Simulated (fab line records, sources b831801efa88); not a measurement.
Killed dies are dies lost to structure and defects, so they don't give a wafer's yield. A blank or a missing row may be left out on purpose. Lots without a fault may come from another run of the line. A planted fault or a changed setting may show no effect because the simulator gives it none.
Chamber matching | flow gf180mcu | GF_SAB_CVD_00 on pecvd-02: 3 sister chambers
The step deposits SiO2 from TEOS, target thk 50 nm, time 4.9302 s. 3 wafers are shown with their chamber, then 7 later ones without.

WAFERS WITH THEIR CHAMBER
wafer  | chamber | heater_power_w (W)
L498.6 | 0       | 552
L499.5 | 1       | 619
L499.6 | 2       | 533

WAFERS WITHOUT THEIR CHAMBER
wafer  | heater_power_w (W)
L502.1 | 532
L502.3 | 716
L503.1 | 650
L503.3 | 589
L503.5 | 640
L506.3 | 642
L506.6 | 657

WHICH CHAMBER EACH WENT THROUGH
wafer  | from the rows above          | in truth
L502.1 | can't be placed: 2 or 0 or 1 | 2
L502.3 | can't be placed: 1 or 0 or 2 | 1
L503.1 | can't be placed: 1 or 0 or 2 | 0
L503.3 | can't be placed: 1 or 0 or 2 | 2
L503.5 | can't be placed: 1 or 0 or 2 | 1
L506.3 | can't be placed: 1 or 0 or 2 | 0
L506.6 | can't be placed: 1 or 0 or 2 | 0
Placed correctly: 0 of 7. Can't be placed from these rows: 7 (the true chamber is among the candidates in 7). Placed wrongly: 0.
How it was worked out, from the rows above alone: a wafer's distance from a chamber is the root of the sum, over the readings, of the square of ((its reading less the chamber's mean) divided by the reading's scatter). The wafer belongs to the nearest chamber; if the next one is less than 2 further off, it can't be placed. A chamber's mean is the mean of its shown wafers. The scatter: with one shown wafer a chamber, the root of the mean of the squares of how far each hidden wafer lies from its nearest shown one.
